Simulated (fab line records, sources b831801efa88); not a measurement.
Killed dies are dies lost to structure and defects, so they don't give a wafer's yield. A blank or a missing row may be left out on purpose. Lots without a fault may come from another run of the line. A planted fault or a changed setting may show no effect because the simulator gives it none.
Split-lot experiment | flow gf180mcu | 5 lots, 23 wafers read, on a route of 602 steps

THE SPLIT
At GF_HV_LDD_EXPOSE_04 (exposes mask Nplus LV AREA, target cd 400 nm), the setting dose_mj was moved away from the recipe's 140 on 9 of the 23 wafers read, by -5.6% to -2.6%. The other wafers ran this setting at the recipe's value.

FROM THE SPLIT TO THE READING: what the file shows between them, 2 steps
- GF_HV_LDD_PEB_05
- GF_HV_LDD_DEVELOP_06: develop time 60 s

THE READING
cd_nm, in nm, at GF_HV_LDD_CD_MEAS_07 (target cd 400 nm). Fault-free wafers of this fab line usually give 400.1 nm, standard deviation 2.7 nm.

wafer  | tool, chamber at the split | dose_mj as run | against the recipe | cd_nm, nm | against lot-mates on the recipe
L074.1 | iline_stepper-01, 0        | 136.4          | -2.6%              | 390.0     | -5.5
L074.2 | iline_stepper-01, 0        | 140            | recipe             | 397.3     | -
L074.3 | iline_stepper-01, 0        | 140            | recipe             | 393.6     | -
L074.4 | iline_stepper-01, 0        | 136.4          | -2.6%              | 390.3     | -5.2
L074.5 | iline_stepper-01, 0        | 136.4          | -2.6%              | 389.5     | -6.0
L076.1 | iline_stepper-01, 0        | 140            | recipe             | 401.8     | -
L076.3 | iline_stepper-01, 0        | 140            | recipe             | 401.2     | -
L076.4 | iline_stepper-01, 0        | 140            | recipe             | 400.3     | -
L076.5 | iline_stepper-01, 0        | 140            | recipe             | 398.2     | -
L076.6 | iline_stepper-01, 0        | 140            | recipe             | 401.2     | -
L079.1 | iline_stepper-01, 0        | 140            | recipe             | 405.1     | -
L079.4 | iline_stepper-01, 0        | 140            | recipe             | 404.0     | -
L079.5 | iline_stepper-01, 0        | 140            | recipe             | 403.8     | -
L080.1 | iline_stepper-01, 0        | 132.1          | -5.6%              | 380.0     | -18.2
L080.2 | iline_stepper-01, 0        | 132.1          | -5.6%              | 379.5     | -18.8
L080.3 | iline_stepper-01, 0        | 140            | recipe             | 398.0     | -
L080.5 | iline_stepper-01, 0        | 132.1          | -5.6%              | 381.7     | -16.6
L080.6 | iline_stepper-01, 0        | 140            | recipe             | 398.5     | -
L083.2 | iline_stepper-01, 0        | 140            | recipe             | 399.2     | -
L083.3 | iline_stepper-01, 0        | 134.4          | -4.0%              | 388.8     | -11.6
L083.4 | iline_stepper-01, 0        | 140            | recipe             | 401.6     | -
L083.5 | iline_stepper-01, 0        | 134.4          | -4.0%              | 389.1     | -11.3
L083.6 | iline_stepper-01, 0        | 134.4          | -4.0%              | 388.3     | -12.1

THE FIT
A straight line over all 23 wafers: cd_nm changes by +3.38 nm for each +1% of dose_mj; r = +0.94; the points scatter about the line by 2.7 nm.
The same after taking each lot's own level away (the mean of its wafers on the recipe; 23 wafers): +3.02 nm for each +1%; r = +0.98; scatter 1.4 nm.
On that fit, the largest move of dose_mj shifts the reading by 17 nm.
The lots' own levels span 395.45 to 404.30 nm, that is 3.3 times the standard deviation above.
So the lot-to-lot level changes the slope: the two fits differ.
Check: with one of the wafers moved furthest among these (-5.6%) left out of the fit, the line predicts -16.4 nm for it against its lot-mates. It came out at -18.2 nm against them.

OTHER SPLITS ON THESE WAFERS
These wafers also went through other splits before the reading. Each is held against what the fit with the lots' levels taken away leaves over:
other split on the same wafers          | wafers away from the commonest value | r with cd_nm (lot level and that fit taken away)
GF_VT_IMPLANT_IMPLANT_08 dose_cm2       | 8                                    | -0.33
GF_VT_IMPLANT_COAT_24 resist_thk_nm     | 7                                    | -0.26
GF_VT_IMPLANT_DEVELOP_28 develop_time_s | 7                                    | -0.13
GF_POLY_GATE_OXIDATION_16 temp_c        | 18                                   | +0.17

THE FILE'S OWN FIT
cd_nm changes by +2.97 nm for each +1% of dose_mj, r = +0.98.
